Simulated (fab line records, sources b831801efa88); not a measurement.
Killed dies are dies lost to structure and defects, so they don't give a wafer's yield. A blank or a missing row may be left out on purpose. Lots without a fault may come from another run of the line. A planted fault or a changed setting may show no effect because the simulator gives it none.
fab line records | flow sky130
record lots=6 wafers=18 last_day=50
route steps=708 shown LDD_P@263 LDD_HVN@267 LDD_HVP@278 PAD_OPEN@708
lots that met no fault: from a run of the same line without faults
start_h: hours from the record's first day to the start of the lot's first wafer shown | wait_h: hours since the lot's step before | " the same as in the row above | L1.1+2: a row that stands for several wafers | - no value, or no start given | * or withheld: withheld | < > ~ a bound
route shown NAME@n: a module of which the file shows steps, and the number in the route of the first | usual: mean/standard deviation of fault-free wafers | same: alike in all rows | chamber/n: place in a boat | sites: the reading at each site | _std_site: their standard deviation | _edge_site: outer sites' mean less inner sites' | radius_mm: how far each site lies from the wafer's centre | mask NAME#n: copy n | behind: the tool/chamber that last shaped the wafer | hold: why the lot was held/for how many hours/how that ended | device: the transistor (n, p or np) that didn't switch | end of line: the same wafers' tests at the end of the route | a step without rows: its recipe alone | killed: dies lost to structure and defects at the first sort, not the wafer's yield | map: a wafer's dies, x killed, . not, _ none there
set.NAME: the setting as run; set.NAME@STEP: as run at that earlier step | model.NAME: the simulator's own value behind a step, which no gauge read
lots at some steps of the route; a table a step, a row a wafer
services: from which hour (start_h, from the record's first day; less than 0 if before it) a tool's chamber was out of use, for how many hours, and why
## steps
# step SKY_LDD_P_OVL_MEAS_08
# usual LDD_P_OVL=0.1/1.3
# columns lot.wafer tool chamber start_h wait_h LDD_P_OVL[nm]
L836.2 overlay-01 - 421.80 0.1 0.2
L836.3 " - " " 0.8
L836.4 " - " " 1.0
L839.1 overlay-01 - 442.00 0.1 1.3
L839.2 " - " " 0.2
L839.5 " - " " 0.9
L850.1 overlay-01 - 558.40 0.1 2.2
L850.4 " - " " 0.7
L850.5 " - " " 2.1
L854.1 overlay-02 - 573.63 0.1 1.3
L854.3 " - " " 0.2
L854.6 " - " " -0.2
L852.1 overlay-02 - 575.00 0.1 1.2
L852.4 " - " " -0.3
L852.6 " - " " 0.7
L859.2 overlay-01 - 619.85 0.1 -0.3
L859.3 " - " " -1.2
L859.4 " - " " -0.3
# step SKY_LDD_P_IMPLANT_09
# recipe species=BF2 energy_kev=25 dose_cm2=1e+13 tilt_deg=withheld
# step SKY_LDD_P_STRIP_10
# recipe chemistry=O2/N2 power_w=1400 pressure_mtorr=1500 platen_temp_c=withheld o2_flow_sccm=3000 n2_flow_sccm=300 overash_fraction=0.5
# usual drypump_motor_current_A=5.8/0.34 oes_product_au=0.715/0.0044 strip_time_to_endpoint_s=14.19/0.037
# columns lot.wafer tool chamber start_h wait_h drypump_motor_current_A oes_product_au rf_hours_counter_h strip_time_to_endpoint_s
L836.2 plasma_asher-04 1 421.98 0.1 5.9 0.716 58 14.16
L836.3 " 0 " " 5.3 0.706 - 14.12
L836.4 " 1 " " 5.9 0.719 - 14.12
L839.1 plasma_asher-02 1 442.18 0.1 5.6 0.714 31 14.15
L839.2 " 0 " " 5.8 0.719 31 14.17
L839.5 " 1 " " 5.6 0.721 - 14.16
L850.1 plasma_asher-01 0 558.58 0.1 6.4 0.708 87 14.20
L850.4 " 0 " " 6.4 0.714 - 14.23
L850.5 " 1 " " 5.9 0.711 - 14.24
L854.1 plasma_asher-02 1 573.81 0.1 5.6 0.720 45 14.18
L854.3 " 0 " " 5.9 0.715 - 14.23
L854.6 " 1 " " 5.6 0.712 - 14.21
L852.1 plasma_asher-02 0 575.18 0.1 5.8 0.711 46 14.27
L852.4 " 0 " " 5.8 0.712 - 14.27
L852.6 " 1 " " 5.6 0.721 - 14.22
L859.2 plasma_asher-01 1 620.03 0.1 5.9 0.711 94 14.20
L859.3 " 1 " " 5.9 0.711 - 14.17
L859.4 " 0 " " 6.4 0.724 - 14.22
# step SKY_LDD_P_TW_MEAS_11
# usual LDD_P_TW=639.4/2.9
# columns lot.wafer tool chamber start_h wait_h LDD_P_TW
L836.2 film_metro-04 - 422.09 0.1 637.8
L836.3 " - " " 634.8
L836.4 " - " " 634.9
L839.1 film_metro-04 - 442.28 0.1 640.0
L839.2 " - " " 639.8
L839.5 " - " " 637.5
L850.1 film_metro-03 - 558.68 0.1 645.2
L850.4 " - " " 643.6
L850.5 " - " " 645.1
L854.1 film_metro-04 - 573.91 0.1 644.4
L854.3 " - " " 642.9
L854.6 " - " " 643.5
L852.1 film_metro-02 - 575.28 0.1 635.1
L852.4 " - " " 634.0
L852.6 " - " " 643.0
L859.2 film_metro-04 - 620.14 0.1 638.1
L859.3 " - " " 635.9
L859.4 " - " " 637.7
# step SKY_LDD_HVN_DEHYDRATE_00
# recipe temp_c=200 time_s=60
# step SKY_LDD_HVN_HMDS_01
# recipe prime_time_s=60 prime_temp_c=120
# step SKY_LDD_HVN_COAT_02
# recipe resist=NOVOLAK spin_rpm=3000 resist_thk_nm=300
# step SKY_LDD_HVN_SOFTBAKE_03
# recipe temp_c=90 time_s=60 resist=NOVOLAK
# step SKY_LDD_HVN_EXPOSE_04
# recipe mask_id=HVNTM na=0.6 source_shape=conventional sigma_outer=0.6 polarization=unpolarized target_cd_nm=700 dose_mj=127
# step SKY_LDD_HVN_PEB_05
# recipe temp_c=withheld time_s=* resist=NOVOLAK
# step SKY_LDD_HVN_DEVELOP_06
# recipe resist=NOVOLAK developer=TMAH develop_time_s=60 dev_temp_c=23
# step SKY_LDD_HVN_OVL_MEAS_07
# usual LDD_HVN_OVL=-0.1/1.5
# columns lot.wafer tool chamber start_h wait_h LDD_HVN_OVL[nm]
L836.2 overlay-01 - 452.93 0.1 0.5
L836.3 " - " " 0.5
L836.4 " - " " 1.5
L839.1 overlay-01 - 471.32 0.1 -0.3
L839.2 " - " " 3.7
L839.5 " - " " 2.9
L850.1 overlay-02 - 588.52 0.1 -2.6
L850.4 " - " " -1.6
L850.5 " - " " -0.8
L854.1 overlay-01 - 603.16 0.1 -0.4
L854.3 " - " " 0.2
L854.6 " - " " 1.5
L852.1 overlay-01 - 605.13 0.1 0.7
L852.4 " - " " 0.2
L852.6 " - " " 0.3
L859.2 overlay-01 - 649.37 0.1 1.6
L859.3 " - " " 2.0
L859.4 " - " " 1.5
# step SKY_LDD_HVN_IMPLANT_08
# recipe species=P energy_kev=60 dose_cm2=3e+13 tilt_deg=40
# usual dose_ions_cm2=3e+13/3.1e+10 faraday_current_uA=169/3.2
# columns lot.wafer tool chamber start_h wait_h dose_ions_cm2 faraday_current_uA
L836.2 implanter-03 0 452.99 0.0 3e+13 166
L836.3 " 0 " " 2.996e+13 171
L836.4 " 0 " " 3.001e+13 171
L839.1 implanter-01 0 471.36 0.0 2.998e+13 172
L839.2 " 0 " " 3.01e+13 166
L839.5 " 0 " " 3.003e+13 167
L850.1 implanter-01 0 588.56 0.0 3.218e+13 175
L850.4 " 0 " " 3.212e+13 179
L850.5 " 0 " " 3.216e+13 181
L854.1 implanter-03 0 603.20 0.0 3.001e+13 172
L854.3 " 0 " " 3.001e+13 176
L854.6 " 0 " " 3.002e+13 163
L852.1 implanter-01 0 605.16 0.0 3.221e+13 180
L852.4 " 0 " " 3.216e+13 178
L852.6 " 0 " " 3.214e+13 185
L859.2 implanter-03 0 649.43 0.0 2.998e+13 169
L859.3 " 0 " " 2.997e+13 167
L859.4 " 0 " " 2.996e+13 168
# step SKY_LDD_HVN_STRIP_09
# recipe chemistry=O2/N2 power_w=1400 pressure_mtorr=1500 platen_temp_c=withheld o2_flow_sccm=3000 n2_flow_sccm=300 overash_fraction=0.5
# usual drypump_motor_current_A=5.9/0.36 oes_product_au=0.409/0.0047 strip_time_to_endpoint_s=4.133/0.013
# columns lot.wafer tool chamber start_h wait_h drypump_motor_current_A oes_product_au rf_hours_counter_h strip_time_to_endpoint_s
L836.2 plasma_asher-04 1 453.11 0.1 5.9 0.404 61 4.121
L836.3 " 0 " " 5.3 0.415 - 4.112
L836.4 " 1 " " 5.9 0.418 - 4.107
L839.1 plasma_asher-02 0 471.51 0.1 5.9 0.406 34 4.143
L839.2 " 1 " " 5.6 0.411 34 4.156
L839.5 " 0 " " 5.8 0.411 - 4.136
L850.1 plasma_asher-03 1 588.71 0.1 6.0 0.414 15 4.128
L850.4 " 1 " " 6.0 0.409 - 4.128
L850.5 " 1 " " 6.0 0.416 - 4.147
L854.1 plasma_asher-02 1 603.35 0.1 5.6 0.412 49 4.134
L854.3 " 1 " " 5.6 0.405 - 4.150
L854.6 " 0 " " 5.8 0.409 - 4.125
L852.1 plasma_asher-03 0 605.31 0.1 6.4 0.410 16 4.143
L852.4 " 0 " " 6.4 0.416 - 4.125
L852.6 " 1 " " 6.0 0.416 - 4.136
L859.2 plasma_asher-04 1 649.55 0.1 5.9 0.403 81 4.123
L859.3 " 1 " " 5.8 0.404 - 4.117
L859.4 " 0 " " 5.3 0.408 - 4.140
# step SKY_LDD_HVN_TW_MEAS_10
# usual LDD_HVN_TW=1442/7.3
# columns lot.wafer tool chamber start_h wait_h LDD_HVN_TW
L836.2 film_metro-01 - 453.22 0.1 1452
L836.3 " - " " 1445
L836.4 " - " " 1448
L839.1 film_metro-02 - 471.61 0.1 1439
L839.2 " - " " 1441
L839.5 " - " " 1446
L850.1 film_metro-01 - 588.81 0.1 1475
L850.4 " - " " 1473
L850.5 " - " " 1479
L854.1 film_metro-04 - 603.45 0.1 1445
L854.3 " - " " 1442
L854.6 " - " " 1440
L852.1 film_metro-02 - 605.41 0.1 1462
L852.4 " - " " 1461
L852.6 " - " " 1462
L859.2 film_metro-02 - 649.66 0.1 1430
L859.3 " - " " 1437
L859.4 " - " " 1426
# step SKY_LDD_HVP_DEHYDRATE_00
# recipe temp_c=200 time_s=60
# step SKY_PAD_OPEN_PROBE_99
# usual killed_at_M0_to_M3=44/7.1 killed_at_M4_up=3.3/1.8 killed_at_contacts=24/5.1 killed_at_front_end=16/4.7 killed_at_other=0.3/0.52 killed_dies=87/9.7 killed_open=47/6.8 killed_short=39/6.7
# same gross_dies=492 killed_at_back_side=0
# columns lot.wafer tool chamber start_h wait_h killed_at_M0_to_M3 killed_at_M4_up killed_at_contacts killed_at_front_end killed_at_other killed_dies killed_open killed_short model.etest.tip_n_5v.rs_ohm_sq
L836.2 prober-02 - 1073.44 0.1 27 6 21 10 0 64 29 35 1351
L836.3 prober-02 - 1073.49 0.2 47 4 17 8 0 76 42 34 1363
L836.4 prober-02 - 1073.54 0.2 55 2 21 7 0 85 48 37 1370
L839.1 prober-02 - 1083.85 0.1 37 5 24 16 0 82 43 39 1408
L839.2 prober-02 - 1083.90 0.1 51 4 33 19 1 108 59 49 1404
L839.5 prober-02 - 1084.05 0.2 46 3 16 20 0 85 45 40 1411
L850.1 prober-01 - 1156.95 0.1 59 5 17 20 0 101 55 46 1359
L850.4 prober-01 - 1157.10 0.2 33 1 25 24 0 83 45 38 1352
L850.5 prober-01 - 1157.15 0.2 46 5 25 15 0 91 51 40 1359
L854.1 prober-01 - 1168.03 0.1 30 2 28 13 0 73 44 29 1385
L854.3 prober-01 - 1168.13 0.2 38 4 29 15 0 86 49 37 1379
L854.6 prober-01 - 1168.28 0.2 42 5 22 12 0 81 47 34 1383
L852.1 prober-02 - 1168.74 0.1 44 3 25 21 0 93 50 41 1313
L852.4 prober-02 - 1168.89 0.2 39 2 30 19 0 90 49 39 1314
L852.6 prober-02 - 1168.99 0.2 42 3 34 15 1 95 61 34 1308
L859.2 prober-02 - 1192.22 0.1 40 1 38 17 1 97 57 39 1368
L859.3 prober-02 - 1192.27 0.2 43 1 28 11 1 84 41 42 1372
L859.4 prober-02 - 1192.32 0.2 31 1 25 13 2 72 44 26 1377
# killed by level:class
L836.2 LOCAL_INTERCONNECT:geometric_particle:short=7 LI_CONTACT:geometric_particle:open=6 VIA1:geometric_particle:open=6 CONTACT:geometric_particle:open=5 VIA1:geometric_particle:short=5 METAL4:geometric_particle:short=5 POLY_GATE:geometric_particle:short=3 METAL2:geometric_particle:short=3
L836.3 VIA1:geometric_particle:open=11 CONTACT:geometric_particle:open=8 VIA1:geometric_particle:short=7 LOCAL_INTERCONNECT:geometric_particle:short=5 METAL2:geometric_particle:open=5 METAL2:geometric_particle:short=5 VIA2:geometric_particle:open=4 METAL3:geometric_particle:short=4
L836.4 VIA1:geometric_particle:open=13 VIA3:geometric_particle:open=11 VIA2:geometric_particle:open=8 CONTACT:geometric_particle:open=8 METAL1:geometric_particle:short=6 VIA1:geometric_particle:short=5 METAL2:geometric_particle:short=5 LI_CONTACT:geometric_particle:open=4
L839.1 CONTACT:geometric_particle:open=8 CONTACT:geometric_particle:short=8 FIELD_ISO:geometric_particle:open=7 VIA1:geometric_particle:open=7 LI_CONTACT:geometric_particle:open=6 FIELD_ISO:geometric_particle:short=5 METAL1:geometric_particle:short=5 METAL2:geometric_particle:short=4
L839.2 LI_CONTACT:geometric_particle:open=12 CONTACT:geometric_particle:open=12 METAL2:geometric_particle:short=10 FIELD_ISO:geometric_particle:open=8 VIA1:geometric_particle:open=7 VIA2:geometric_particle:open=7 VIA3:geometric_particle:open=6 METAL1:geometric_particle:short=6
L839.5 VIA1:geometric_particle:open=9 VIA3:geometric_particle:open=7 FIELD_ISO:geometric_particle:open=6 FIELD_ISO:geometric_particle:short=6 CONTACT:geometric_particle:open=5 VIA2:geometric_particle:short=5 CONTACT:geometric_particle:short=4 METAL1:geometric_particle:open=4
L850.1 VIA1:geometric_particle:open=15 METAL2:geometric_particle:short=12 VIA2:geometric_particle:open=10 POLY_GATE:geometric_particle:open=8 VIA1:geometric_particle:short=7 CONTACT:geometric_particle:open=6 VIA3:geometric_particle:open=6 FIELD_ISO:geometric_particle:open=4
L850.4 CONTACT:geometric_particle:open=8 FIELD_ISO:geometric_particle:open=7 VIA1:geometric_particle:open=7 FIELD_ISO:geometric_particle:short=6 LI_CONTACT:geometric_particle:open=6 LOCAL_INTERCONNECT:geometric_particle:short=6 VIA1:geometric_particle:short=5 CONTACT:geometric_particle:short=4
L850.5 VIA1:geometric_particle:open=11 LI_CONTACT:geometric_particle:open=8 CONTACT:geometric_particle:open=7 VIA2:geometric_particle:open=7 LOCAL_INTERCONNECT:geometric_particle:short=6 METAL1:geometric_particle:short=6 METAL2:geometric_particle:short=5 VIA3:geometric_particle:open=5
L854.1 LI_CONTACT:geometric_particle:open=12 CONTACT:geometric_particle:open=9 VIA1:geometric_particle:open=8 METAL1:geometric_particle:short=5 CONTACT:geometric_particle:short=4 VIA2:geometric_particle:open=4 VIA3:geometric_particle:open=4 POLY_GATE:geometric_particle:short=3
L854.3 CONTACT:geometric_particle:open=11 LI_CONTACT:geometric_particle:open=9 VIA1:geometric_particle:open=8 POLY_GATE:geometric_particle:open=7 METAL1:geometric_particle:short=6 LI_CONTACT:geometric_particle:short=5 VIA1:geometric_particle:short=4 VIA3:geometric_particle:open=4
L854.6 CONTACT:geometric_particle:open=8 VIA2:geometric_particle:open=8 VIA3:geometric_particle:open=8 LI_CONTACT:geometric_particle:open=7 POLY_GATE:geometric_particle:open=6 LOCAL_INTERCONNECT:geometric_particle:short=6 VIA1:geometric_particle:open=6 METAL2:geometric_particle:short=6
L852.1 VIA1:geometric_particle:open=16 CONTACT:geometric_particle:open=11 POLY_GATE:geometric_particle:short=8 METAL2:geometric_particle:short=7 VIA3:geometric_particle:open=6 LI_CONTACT:geometric_particle:open=5 POLY_GATE:geometric_particle:open=4 CONTACT:geometric_particle:short=4
L852.4 CONTACT:geometric_particle:open=13 METAL2:geometric_particle:short=12 LI_CONTACT:geometric_particle:open=9 VIA1:geometric_particle:open=7 VIA2:geometric_particle:open=6 LOCAL_INTERCONNECT:geometric_particle:short=4 FIELD_ISO:geometric_particle:short=3 FIELD_ISO:geometric_particle:open=3
L852.6 VIA1:geometric_particle:open=16 CONTACT:geometric_particle:open=15 LI_CONTACT:geometric_particle:open=11 VIA3:geometric_particle:open=6 CONTACT:geometric_particle:short=5 FIELD_ISO:geometric_particle:short=4 POLY_GATE:geometric_particle:short=4 METAL2:geometric_particle:short=4
L859.2 CONTACT:geometric_particle:open=15 VIA3:geometric_particle:open=9 LI_CONTACT:geometric_particle:open=8 VIA1:geometric_particle:open=8 LOCAL_INTERCONNECT:geometric_particle:short=6 FIELD_ISO:geometric_particle:short=5 POLY_GATE:geometric_particle:short=5 CONTACT:geometric_particle:short=5
L859.3 CONTACT:geometric_particle:open=11 METAL3:geometric_particle:short=8 VIA1:geometric_particle:open=8 METAL2:geometric_particle:short=7 LI_CONTACT:geometric_particle:open=6 FIELD_ISO:geometric_particle:open=4 LI_CONTACT:geometric_particle:short=4 LOCAL_INTERCONNECT:geometric_particle:short=4
L859.4 CONTACT:geometric_particle:open=11 VIA1:geometric_particle:open=8 VIA2:geometric_particle:open=7 FIELD_ISO:geometric_particle:open=6 LOCAL_INTERCONNECT:geometric_particle:short=5 VIA3:geometric_particle:open=5 LI_CONTACT:geometric_particle:open=4 CONTACT:geometric_particle:short=4
## services
# columns tool chamber start_h hours kind
plasma_asher-03 - 403.94 1.8 repair
implanter-01 - 407.01 5.2 repair
plasma_asher-03 - 421.25 9.0 pm
plasma_asher-03 0 421.25 9.0 vent_cycle
implanter-03 - 430.54 1.2 repair
implanter-03 - 430.81 1.9 repair
implanter-03 - 456.87 3.0 repair
implanter-03 - 464.69 8.4 repair
plasma_asher-01 - 481.92 4.3 repair
plasma_asher-03 - 483.82 0.5 repair
plasma_asher-01 - 498.80 8.8 repair
implanter-01 - 521.45 4.4 repair
plasma_asher-01 - 530.86 14.6 pm
plasma_asher-03 - 535.53 1.2 repair
plasma_asher-04 - 550.75 0.4 repair
plasma_asher-03 - 552.25 15.6 pm
implanter-01 - 560.47 3.5 pm
implanter-01 - 564.00 3.2 pm
plasma_asher-04 - 564.62 14.6 pm
plasma_asher-03 - 596.08 0.3 repair
plasma_asher-02 - 597.09 2.9 repair
implanter-03 - 623.32 2.8 repair
implanter-03 - 630.82 5.2 pm
plasma_asher-03 - 642.81 1.4 repair
## key
first_sign step=SKY_LDD_HVN_IMPLANT_08 reading=dose_ions_cm2 direction=up sigmas=69 usual=* struck=*
effect step=SKY_LDD_HVN_IMPLANT_08 reading=faraday_current_uA direction=up sigmas=3.2 usual=169 struck=180
effect step=SKY_LDD_HVN_TW_MEAS_10 reading=LDD_HVN_TW direction=up sigmas=3.7 usual=1442 struck=1469
model_effect step=SKY_PAD_OPEN_PROBE_99 value=etest.tip_n_5v.rs_ohm_sq without=1405 struck=1334
met_at SKY_LDD_HVN_IMPLANT_08
struck_wafers L850.1,L850.4,L850.5,L852.1,L852.4,L852.6
tester_left_out L850,L852
onset_between 471.36 588.56
fault kind=process_parameter_drift tool=implanter-01 chamber=- onset_h=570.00 steps=SKY_LDD_HVN_IMPLANT_08 channel=dose_cm2 offset=* shape=step end_h=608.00 acts_in=* stated=*
# tester_left_out: of these lots the tester's yield and bins aren't shown, on N5 and GAA mostly nor the transistor test; their killed dies are dies lost to structure and defects alone, not to doping, threshold or leakage, so they don't give the yield
